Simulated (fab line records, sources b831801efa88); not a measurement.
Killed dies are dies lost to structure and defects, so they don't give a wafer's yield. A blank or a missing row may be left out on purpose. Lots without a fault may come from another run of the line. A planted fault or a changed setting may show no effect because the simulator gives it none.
Chamber matching | flow sky130 | SKY_LI_CONTACT_CMP_02 on cmp-01: 4 sister chambers
The step polishes PSG. 4 wafers are shown with their chamber, then 7 later ones without.

WAFERS WITH THEIR CHAMBER
wafer  | chamber | edge_zone_pressure_frac
L327.6 | 1       | 0.995
L333.6 | 2       | 1.003
L334.1 | 0       | 0.999
L334.2 | 3       | 0.997

WAFERS WITHOUT THEIR CHAMBER
wafer  | edge_zone_pressure_frac
L334.4 | 1.001
L348.1 | 0.995
L348.2 | 1.000
L348.4 | 0.995
L347.2 | 1.005
L347.3 | 0.997
L347.4 | 0.997

WHICH CHAMBER EACH WENT THROUGH
wafer  | from the rows above          | in truth
L334.4 | can't be placed: 0 or 2 or 3 | 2
L348.1 | can't be placed: 1 or 3      | 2
L348.2 | can't be placed: 0 or 2 or 3 | 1
L348.4 | can't be placed: 1 or 3      | 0
L347.2 | 2                            | 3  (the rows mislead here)
L347.3 | can't be placed: 3 or 0 or 1 | 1
L347.4 | can't be placed: 3 or 0 or 1 | 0
Placed correctly: 0 of 7. Can't be placed from these rows: 6 (the true chamber is among the candidates in 3). Placed wrongly: 1.
How it was worked out, from the rows above alone: a wafer's distance from a chamber is the root of the sum, over the readings, of the square of ((its reading less the chamber's mean) divided by the reading's scatter). The wafer belongs to the nearest chamber; if the next one is less than 2 further off, it can't be placed. A chamber's mean is the mean of its shown wafers. The scatter: with one shown wafer a chamber, the root of the mean of the squares of how far each hidden wafer lies from its nearest shown one.
